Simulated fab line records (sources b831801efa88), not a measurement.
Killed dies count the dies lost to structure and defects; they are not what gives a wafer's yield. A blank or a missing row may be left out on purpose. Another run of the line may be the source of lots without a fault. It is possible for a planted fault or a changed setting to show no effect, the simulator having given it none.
fab line records / flow gf180mcu / part 2 of 2: steps 28 to 37 of 37
[record] lots = 5 wafers = 15 lastDay = 34
route steps=602 shown M5@539 V5@540 TOP_METAL@567
lots with no fault: from the same line, run without faults
startH: hours from the record's opening day to when the first of the lot's shown wafers began / waitH: hours from the lot's prior step to this one / " unchanged from the row above / L1.1+2: several wafers, shown together as one row / - no value present, or no start provided / * or withheld: withheld / < > ~ a bound
route shown NAME@n: NAME is a module with steps in the file, n the number in the route of the first one / usual: mean/standard deviation taken from wafers without a fault / same: alike in all rows / chamber/n: place in a boat / sites: the reading at each site / _std_site: their standard deviation / _edge_site: mean of outer sites minus mean of inner sites / radiusMm: how far each site lies from the wafer's centre / mask NAME#n: copy n / behind: the most recent tool/chamber to have shaped the wafer / hold: the reason the lot was held/the length of the hold in hours/how it ended / device: whichever transistor did not switch (one of n, p or np) / end of line: the route-end tests of the same wafers / for a step that has no rows: nothing shown but its recipe / killed: not the wafer's yield, but the dies lost to structure and defects at the first sort / map: per-die view of a wafer (x killed, . not killed, _ where there is no die)
set.NAME: the run value of the setting; set.NAME@STEP: its run value at that earlier step / model.NAME: the simulator's own value behind a step, which no gauge read
lots at selected steps of the route; one table per step, one row per wafer
services: a tool's chamber out of use, with start hour (startH, from the record's first day; less than 0 if before it), hours out, and reason
[[steps]]
[step GF_V5_CMP_26]
[recipe] stopOn = SiO2 downForcePsi = 3.5 platenRpm = 60 tOverpolishS = 15 targetThkNm = 0 padVelocityMS = 0.94248
[usual] motorCurrentA = 11.4/0.82 overpolishRunS = 15.001/0.01 platenRpm = 60.00/0.041 timeToEndpointS = 85.4/3
lot.wafer=L079.4 tool=cmp-02 chamber=3 startH=674.08 waitH=0.0 motorCurrentA=11.7 overpolishRunS=14.999 platenRpm=59.98 timeToEndpointS=78.9
lot.wafer=L079.1 tool=cmp-02 chamber=2 startH=674.08 waitH=0.0 motorCurrentA=12.6 overpolishRunS=15.000 platenRpm=60.11 timeToEndpointS=85.3
lot.wafer=L079.5 tool=cmp-02 chamber=3 startH=674.08 waitH=0.0 motorCurrentA=11.5 overpolishRunS=15.022 platenRpm=59.97 timeToEndpointS=77.9
lot.wafer=L081.2 tool=cmp-01 chamber=2 startH=687.90 waitH=0.0 motorCurrentA=10.4 overpolishRunS=15.005 platenRpm=60.02 timeToEndpointS=84.6
lot.wafer=L081.1 tool=cmp-01 chamber=1 startH=687.90 waitH=0.0 motorCurrentA=11.3 overpolishRunS=15.000 platenRpm=60.01 timeToEndpointS=82.5
lot.wafer=L081.6 tool=cmp-01 chamber=3 startH=687.90 waitH=0.0 motorCurrentA=10.4 overpolishRunS=15.005 platenRpm=60.04 timeToEndpointS=83.8
lot.wafer=L089.2 tool=cmp-02 chamber=0 startH=739.60 waitH=0.1 motorCurrentA=11.4 overpolishRunS=15.013 platenRpm=60.05 timeToEndpointS=86.8
lot.wafer=L089.3 tool=cmp-02 chamber=1 startH=739.60 waitH=0.1 motorCurrentA=12.4 overpolishRunS=15.006 platenRpm=60.01 timeToEndpointS=86.8
lot.wafer=L089.5 tool=cmp-02 chamber=3 startH=739.60 waitH=0.1 motorCurrentA=11.0 overpolishRunS=15.009 platenRpm=59.92 timeToEndpointS=84.1
lot.wafer=L093.4 tool=cmp-02 chamber=1 startH=762.13 waitH=0.2 motorCurrentA=12.8 overpolishRunS=15.022 platenRpm=60.00 timeToEndpointS=90.0
lot.wafer=L093.2 tool=cmp-02 chamber=2 startH=762.13 waitH=0.2 motorCurrentA=13.0 overpolishRunS=14.995 platenRpm=59.99 timeToEndpointS=88.1
lot.wafer=L093.6 tool=cmp-02 chamber=0 startH=762.13 waitH=0.2 motorCurrentA=11.0 overpolishRunS=15.005 platenRpm=60.06 timeToEndpointS=84.1
lot.wafer=L095.3 tool=cmp-01 chamber=0 startH=782.70 waitH=0.0 motorCurrentA=12.3 overpolishRunS=14.974 platenRpm=60.06 timeToEndpointS=90.9
lot.wafer=L095.1 tool=cmp-01 chamber=1 startH=782.70 waitH=0.0 motorCurrentA=11.8 overpolishRunS=14.994 platenRpm=60.04 timeToEndpointS=87.5
lot.wafer=L095.5 tool=cmp-01 chamber=1 startH=782.70 waitH=0.0 motorCurrentA=10.4 overpolishRunS=15.006 platenRpm=59.96 timeToEndpointS=89.6
[step GF_TOP_METAL_SPUTTER_00]
[recipe] material = Ti targetThkNm = 37.5 arrivingIonEnergyEv = 80 substrateTempC = 200 chamberPressurePa = 2 powerW = 4000 timeS = 150
[usual] throttleValvePct = 30.4/0.79
lot.wafer=L079.1 tool=pvdSputter-01 chamber=- startH=674.38 waitH=0.1 throttleValvePct=29.4
lot.wafer=L079.4 tool=pvdSputter-01 chamber=- startH=674.38 waitH=0.1 throttleValvePct=30.2
lot.wafer=L079.5 tool=pvdSputter-01 chamber=- startH=674.38 waitH=0.1 throttleValvePct=32.0
lot.wafer=L081.1 tool=pvdSputter-03 chamber=- startH=688.20 waitH=0.1 throttleValvePct=30.5
lot.wafer=L081.2 tool=pvdSputter-03 chamber=- startH=688.20 waitH=0.1 throttleValvePct=28.9
lot.wafer=L081.6 tool=pvdSputter-03 chamber=- startH=688.20 waitH=0.1 throttleValvePct=29.0
lot.wafer=L089.2 tool=pvdSputter-04 chamber=- startH=739.85 waitH=0.2 throttleValvePct=30.8
lot.wafer=L089.3 tool=pvdSputter-04 chamber=- startH=739.85 waitH=0.2 throttleValvePct=30.7
lot.wafer=L089.5 tool=pvdSputter-04 chamber=- startH=739.85 waitH=0.2 throttleValvePct=30.7
lot.wafer=L093.2 tool=pvdSputter-04 chamber=- startH=762.38 waitH=0.1 throttleValvePct=31.0
lot.wafer=L093.4 tool=pvdSputter-04 chamber=- startH=762.38 waitH=0.1 throttleValvePct=30.8
lot.wafer=L093.6 tool=pvdSputter-04 chamber=- startH=762.38 waitH=0.1 throttleValvePct=31.3
lot.wafer=L095.1 tool=pvdSputter-01 chamber=- startH=783.00 waitH=0.2 throttleValvePct=29.2
lot.wafer=L095.3 tool=pvdSputter-01 chamber=- startH=783.00 waitH=0.2 throttleValvePct=31.8
lot.wafer=L095.5 tool=pvdSputter-01 chamber=- startH=783.00 waitH=0.2 throttleValvePct=30.1
[step GF_TOP_METAL_SPUTTER_01]
[recipe] material = TiN targetThkNm = 30 powerW = 6500 timeS = 25 chamberPressurePa = 0.4
[usual] throttleValvePct = 30.3/0.76
lot.wafer=L079.1 tool=pvdSputter-01 chamber=- startH=674.48 waitH=0.1 throttleValvePct=29.2
lot.wafer=L079.4 tool=pvdSputter-01 chamber=- startH=674.48 waitH=0.1 throttleValvePct=30.5
lot.wafer=L079.5 tool=pvdSputter-01 chamber=- startH=674.48 waitH=0.1 throttleValvePct=31.8
lot.wafer=L081.1 tool=pvdSputter-03 chamber=- startH=688.30 waitH=0.1 throttleValvePct=30.5
lot.wafer=L081.2 tool=pvdSputter-03 chamber=- startH=688.30 waitH=0.1 throttleValvePct=29.0
lot.wafer=L081.6 tool=pvdSputter-03 chamber=- startH=688.30 waitH=0.1 throttleValvePct=29.0
lot.wafer=L089.2 tool=pvdSputter-04 chamber=- startH=739.95 waitH=0.1 throttleValvePct=30.8
lot.wafer=L089.3 tool=pvdSputter-04 chamber=- startH=739.95 waitH=0.1 throttleValvePct=30.8
lot.wafer=L089.5 tool=pvdSputter-04 chamber=- startH=739.95 waitH=0.1 throttleValvePct=30.9
lot.wafer=L093.2 tool=pvdSputter-04 chamber=- startH=762.48 waitH=0.1 throttleValvePct=31.2
lot.wafer=L093.4 tool=pvdSputter-04 chamber=- startH=762.48 waitH=0.1 throttleValvePct=30.8
lot.wafer=L093.6 tool=pvdSputter-04 chamber=- startH=762.48 waitH=0.1 throttleValvePct=31.1
lot.wafer=L095.1 tool=pvdSputter-01 chamber=- startH=783.10 waitH=0.1 throttleValvePct=29.3
lot.wafer=L095.3 tool=pvdSputter-01 chamber=- startH=783.10 waitH=0.1 throttleValvePct=31.8
lot.wafer=L095.5 tool=pvdSputter-01 chamber=- startH=783.10 waitH=0.1 throttleValvePct=30.2
[step GF_TOP_METAL_SPUTTER_02]
[recipe] material = AlCu targetThkNm = 900 powerW = 10600 chamberPressurePa = 0.3 substrateTempC = 250 gas = Ar timeS = 47.82
[usual] throttleValvePct = 30.3/0.76
lot.wafer=L079.1 tool=pvdSputter-01 chamber=- startH=674.51 waitH=0.0 throttleValvePct=29.4
lot.wafer=L079.4 tool=pvdSputter-01 chamber=- startH=674.51 waitH=0.0 throttleValvePct=30.2
lot.wafer=L079.5 tool=pvdSputter-01 chamber=- startH=674.51 waitH=0.0 throttleValvePct=32.0
lot.wafer=L081.1 tool=pvdSputter-03 chamber=- startH=688.33 waitH=0.0 throttleValvePct=30.6
lot.wafer=L081.2 tool=pvdSputter-03 chamber=- startH=688.33 waitH=0.0 throttleValvePct=29.0
lot.wafer=L081.6 tool=pvdSputter-03 chamber=- startH=688.33 waitH=0.0 throttleValvePct=28.9
lot.wafer=L089.2 tool=pvdSputter-04 chamber=- startH=739.98 waitH=0.0 throttleValvePct=30.3
lot.wafer=L089.3 tool=pvdSputter-04 chamber=- startH=739.98 waitH=0.0 throttleValvePct=30.9
lot.wafer=L089.5 tool=pvdSputter-04 chamber=- startH=739.98 waitH=0.0 throttleValvePct=30.7
lot.wafer=L093.2 tool=pvdSputter-04 chamber=- startH=762.51 waitH=0.0 throttleValvePct=31.0
lot.wafer=L093.4 tool=pvdSputter-04 chamber=- startH=762.51 waitH=0.0 throttleValvePct=30.7
lot.wafer=L093.6 tool=pvdSputter-04 chamber=- startH=762.51 waitH=0.0 throttleValvePct=31.0
lot.wafer=L095.1 tool=pvdSputter-01 chamber=- startH=783.13 waitH=0.0 throttleValvePct=29.4
lot.wafer=L095.3 tool=pvdSputter-01 chamber=- startH=783.13 waitH=0.0 throttleValvePct=31.7
lot.wafer=L095.5 tool=pvdSputter-01 chamber=- startH=783.13 waitH=0.0 throttleValvePct=30.2
[step GF_TOP_METAL_SPUTTER_03]
[recipe] material = Ti targetThkNm = 5 substrateTempC = 300 chamberPressurePa = 0.3 powerW = 3000 timeS = 3.3
[usual] throttleValvePct = 30.4/0.78
lot.wafer=L079.1 tool=pvdSputter-01 chamber=- startH=674.55 waitH=0.0 throttleValvePct=29.3
lot.wafer=L079.4 tool=pvdSputter-01 chamber=- startH=674.55 waitH=0.0 throttleValvePct=30.1
lot.wafer=L079.5 tool=pvdSputter-01 chamber=- startH=674.55 waitH=0.0 throttleValvePct=31.8
lot.wafer=L081.1 tool=pvdSputter-03 chamber=- startH=688.37 waitH=0.0 throttleValvePct=30.7
lot.wafer=L081.2 tool=pvdSputter-03 chamber=- startH=688.37 waitH=0.0 throttleValvePct=29.1
lot.wafer=L081.6 tool=pvdSputter-03 chamber=- startH=688.37 waitH=0.0 throttleValvePct=28.9
lot.wafer=L089.2 tool=pvdSputter-04 chamber=- startH=740.02 waitH=0.0 throttleValvePct=30.6
lot.wafer=L089.3 tool=pvdSputter-04 chamber=- startH=740.02 waitH=0.0 throttleValvePct=31.1
lot.wafer=L089.5 tool=pvdSputter-04 chamber=- startH=740.02 waitH=0.0 throttleValvePct=30.7
lot.wafer=L093.2 tool=pvdSputter-04 chamber=- startH=762.55 waitH=0.0 throttleValvePct=31.1
lot.wafer=L093.4 tool=pvdSputter-04 chamber=- startH=762.55 waitH=0.0 throttleValvePct=30.6
lot.wafer=L093.6 tool=pvdSputter-04 chamber=- startH=762.55 waitH=0.0 throttleValvePct=31.2
lot.wafer=L095.1 tool=pvdSputter-01 chamber=- startH=783.17 waitH=0.0 throttleValvePct=29.6
lot.wafer=L095.3 tool=pvdSputter-01 chamber=- startH=783.17 waitH=0.0 throttleValvePct=32.3
lot.wafer=L095.5 tool=pvdSputter-01 chamber=- startH=783.17 waitH=0.0 throttleValvePct=30.1
[step GF_TOP_METAL_SPUTTER_04]
[recipe] material = TiN targetThkNm = 25 powerW = 6500 timeS = 19.94 chamberPressurePa = 0.4
[usual] throttleValvePct = 30.4/0.78
lot.wafer=L079.1 tool=pvdSputter-01 chamber=- startH=674.57 waitH=0.0 throttleValvePct=29.4
lot.wafer=L079.4 tool=pvdSputter-01 chamber=- startH=674.57 waitH=0.0 throttleValvePct=30.3
lot.wafer=L079.5 tool=pvdSputter-01 chamber=- startH=674.57 waitH=0.0 throttleValvePct=32.0
lot.wafer=L081.1 tool=pvdSputter-03 chamber=- startH=688.39 waitH=0.0 throttleValvePct=30.8
lot.wafer=L081.2 tool=pvdSputter-03 chamber=- startH=688.39 waitH=0.0 throttleValvePct=29.0
lot.wafer=L081.6 tool=pvdSputter-03 chamber=- startH=688.39 waitH=0.0 throttleValvePct=28.9
lot.wafer=L089.2 tool=pvdSputter-04 chamber=- startH=740.04 waitH=0.0 throttleValvePct=30.6
lot.wafer=L089.3 tool=pvdSputter-04 chamber=- startH=740.04 waitH=0.0 throttleValvePct=31.0
lot.wafer=L089.5 tool=pvdSputter-04 chamber=- startH=740.04 waitH=0.0 throttleValvePct=30.9
lot.wafer=L093.2 tool=pvdSputter-04 chamber=- startH=762.57 waitH=0.0 throttleValvePct=30.8
lot.wafer=L093.4 tool=pvdSputter-04 chamber=- startH=762.57 waitH=0.0 throttleValvePct=30.9
lot.wafer=L093.6 tool=pvdSputter-04 chamber=- startH=762.57 waitH=0.0 throttleValvePct=31.1
lot.wafer=L095.1 tool=pvdSputter-01 chamber=- startH=783.19 waitH=0.0 throttleValvePct=29.4
lot.wafer=L095.3 tool=pvdSputter-01 chamber=- startH=783.19 waitH=0.0 throttleValvePct=31.8
lot.wafer=L095.5 tool=pvdSputter-01 chamber=- startH=783.19 waitH=0.0 throttleValvePct=30.3
[step GF_TOP_METAL_RS_MEAS_05]
[recipe] thkMeasGauge = four-point-probe reads = TiN_of_TOP_METAL_SPUTTER_04+Ti_of_TOP_METAL_SPUTTER_03+AlCu_of_TOP_METAL_SPUTTER_02+TiN_of_TOP_METAL_SPUTTER_01+Ti_of_TOP_METAL_SPUTTER_00
[usual] TOP_METAL_ALCU_RS = 0.0329/0.00036
lot.wafer=L079.1 tool=filmMetro-04 chamber=- startH=674.60 waitH=0.0 TOP_METAL_ALCU_RS[ohm/sq]=0.0324
lot.wafer=L079.4 tool=filmMetro-04 chamber=- startH=674.60 waitH=0.0 TOP_METAL_ALCU_RS[ohm/sq]=0.0321
lot.wafer=L079.5 tool=filmMetro-04 chamber=- startH=674.60 waitH=0.0 TOP_METAL_ALCU_RS[ohm/sq]=0.0320
lot.wafer=L081.1 tool=filmMetro-04 chamber=- startH=688.42 waitH=0.0 TOP_METAL_ALCU_RS[ohm/sq]=0.0325
lot.wafer=L081.2 tool=filmMetro-04 chamber=- startH=688.42 waitH=0.0 TOP_METAL_ALCU_RS[ohm/sq]=0.0331
lot.wafer=L081.6 tool=filmMetro-04 chamber=- startH=688.42 waitH=0.0 TOP_METAL_ALCU_RS[ohm/sq]=0.0327
lot.wafer=L089.2 tool=filmMetro-02 chamber=- startH=740.09 waitH=0.0 TOP_METAL_ALCU_RS[ohm/sq]=0.0333
lot.wafer=L089.3 tool=filmMetro-02 chamber=- startH=740.09 waitH=0.0 TOP_METAL_ALCU_RS[ohm/sq]=0.0333
lot.wafer=L089.5 tool=filmMetro-02 chamber=- startH=740.09 waitH=0.0 TOP_METAL_ALCU_RS[ohm/sq]=0.0334
lot.wafer=L093.2 tool=filmMetro-01 chamber=- startH=762.62 waitH=0.0 TOP_METAL_ALCU_RS[ohm/sq]=0.0330
lot.wafer=L093.4 tool=filmMetro-01 chamber=- startH=762.62 waitH=0.0 TOP_METAL_ALCU_RS[ohm/sq]=0.0334
lot.wafer=L093.6 tool=filmMetro-01 chamber=- startH=762.62 waitH=0.0 TOP_METAL_ALCU_RS[ohm/sq]=0.0328
lot.wafer=L095.1 tool=filmMetro-02 chamber=- startH=783.22 waitH=0.0 TOP_METAL_ALCU_RS[ohm/sq]=0.0328
lot.wafer=L095.3 tool=filmMetro-02 chamber=- startH=783.22 waitH=0.0 TOP_METAL_ALCU_RS[ohm/sq]=0.0329
lot.wafer=L095.5 tool=filmMetro-02 chamber=- startH=783.22 waitH=0.0 TOP_METAL_ALCU_RS[ohm/sq]=0.0325
[step GF_TOP_METAL_THK_MEAS_06]
[recipe] thkMeasGauge = xrf reads = AlCu_of_TOP_METAL_SPUTTER_02
[usual] TOP_METAL_ALCU_THK = 910/12
lot.wafer=L079.1 tool=filmMetro-04 chamber=- startH=674.72 waitH=0.1 TOP_METAL_ALCU_THK[nm]=923
lot.wafer=L079.4 tool=filmMetro-04 chamber=- startH=674.72 waitH=0.1 TOP_METAL_ALCU_THK[nm]=932
lot.wafer=L079.5 tool=filmMetro-04 chamber=- startH=674.72 waitH=0.1 TOP_METAL_ALCU_THK[nm]=930
lot.wafer=L081.1 tool=filmMetro-04 chamber=- startH=688.54 waitH=0.1 TOP_METAL_ALCU_THK[nm]=921
lot.wafer=L081.2 tool=filmMetro-04 chamber=- startH=688.54 waitH=0.1 TOP_METAL_ALCU_THK[nm]=904
lot.wafer=L081.6 tool=filmMetro-04 chamber=- startH=688.54 waitH=0.1 TOP_METAL_ALCU_THK[nm]=919
lot.wafer=L089.2 tool=filmMetro-02 chamber=- startH=740.20 waitH=0.1 TOP_METAL_ALCU_THK[nm]=894
lot.wafer=L089.3 tool=filmMetro-02 chamber=- startH=740.20 waitH=0.1 TOP_METAL_ALCU_THK[nm]=901
lot.wafer=L089.5 tool=filmMetro-02 chamber=- startH=740.20 waitH=0.1 TOP_METAL_ALCU_THK[nm]=893
lot.wafer=L093.2 tool=filmMetro-01 chamber=- startH=762.73 waitH=0.1 TOP_METAL_ALCU_THK[nm]=901
lot.wafer=L093.4 tool=filmMetro-01 chamber=- startH=762.73 waitH=0.1 TOP_METAL_ALCU_THK[nm]=889
lot.wafer=L093.6 tool=filmMetro-01 chamber=- startH=762.73 waitH=0.1 TOP_METAL_ALCU_THK[nm]=912
lot.wafer=L095.1 tool=filmMetro-02 chamber=- startH=783.34 waitH=0.1 TOP_METAL_ALCU_THK[nm]=925
lot.wafer=L095.3 tool=filmMetro-02 chamber=- startH=783.34 waitH=0.1 TOP_METAL_ALCU_THK[nm]=918
lot.wafer=L095.5 tool=filmMetro-02 chamber=- startH=783.34 waitH=0.1 TOP_METAL_ALCU_THK[nm]=929
[step GF_TOP_METAL_DEHYDRATE_07]
[recipe] tempC = 200 timeS = 60
lot.wafer=L079.1+4+5 tool=lithoTrack-02 chamber=0 startH=683.67 waitH=8.9
lot.wafer=L081.1+2+6 tool=lithoTrack-01 chamber=0 startH=696.80 waitH=8.3
lot.wafer=L089.2+3+5 tool=lithoTrack-04 chamber=0 startH=748.37 waitH=8.2
lot.wafer=L093.2+4+6 tool=lithoTrack-02 chamber=0 startH=769.89 waitH=7.1
lot.wafer=L095.1+3+5 tool=lithoTrack-04 chamber=0 startH=790.19 waitH=6.8
[step GF_TOP_METAL_HMDS_08]
[recipe] primeTimeS = 60 primeTempC = 120
lot.wafer=L079.1+4+5 tool=lithoTrack-02 chamber=0 startH=683.82 waitH=0.1
lot.wafer=L081.1+2+6 tool=lithoTrack-01 chamber=0 startH=696.95 waitH=0.1
lot.wafer=L089.2+3+5 tool=lithoTrack-04 chamber=0 startH=748.52 waitH=0.1
lot.wafer=L093.2+4+6 tool=lithoTrack-02 chamber=0 startH=770.04 waitH=0.1
lot.wafer=L095.1+3+5 tool=lithoTrack-04 chamber=0 startH=790.34 waitH=0.1
[[services]]
tool=wetBench-04 chamber=- startH=630.40 hours=1.3 kind=repair
tool=pvdSputter-03 chamber=- startH=633.40 hours=2.4 kind=repair
tool=rieDiel-03 chamber=1 startH=640.13 hours=8.3 kind=repair
tool=cmp-02 chamber=- startH=643.51 hours=4.0 kind=pm
tool=krfScanner-02 chamber=- startH=651.36 hours=1.3 kind=pm
tool=krfScanner-02 chamber=- startH=652.76 hours=0.1 kind=repair
tool=hdpcvd-01 chamber=- startH=653.01 hours=1.5 kind=repair
tool=cmp-02 chamber=- startH=657.36 hours=1.0 kind=repair
tool=pvdSputter-02 chamber=- startH=663.11 hours=10.1 kind=repair
tool=cmp-01 chamber=- startH=675.88 hours=2.8 kind=repair
tool=plasmaAsher-02 chamber=- startH=679.57 hours=12.3 kind=repair
tool=wetBench-01 chamber=- startH=682.93 hours=2.1 kind=repair
tool=cmp-01 chamber=- startH=684.00 hours=3.3 kind=repair
tool=pvdSputter-03 chamber=- startH=697.76 hours=2.2 kind=repair
tool=krfScanner-02 chamber=- startH=708.61 hours=0.8 kind=pm
tool=pvdSputter-04 chamber=- startH=714.12 hours=8.8 kind=repair
tool=krfScanner-02 chamber=- startH=733.12 hours=6.4 kind=repair
tool=plasmaAsher-02 chamber=- startH=734.64 hours=1.4 kind=repair
tool=hdpcvd-01 chamber=- startH=740.63 hours=2.8 kind=pm
tool=hdpcvd-01 chamber=2 startH=758.49 hours=4.6 kind=repair
tool=cmp-01 chamber=- startH=765.15 hours=4.0 kind=pm
tool=krfScanner-02 chamber=- startH=766.48 hours=1.0 kind=pm
tool=cmp-01 chamber=- startH=772.83 hours=7.7 kind=pm
tool=rieDiel-01 chamber=3 startH=784.01 hours=9.0 kind=repair
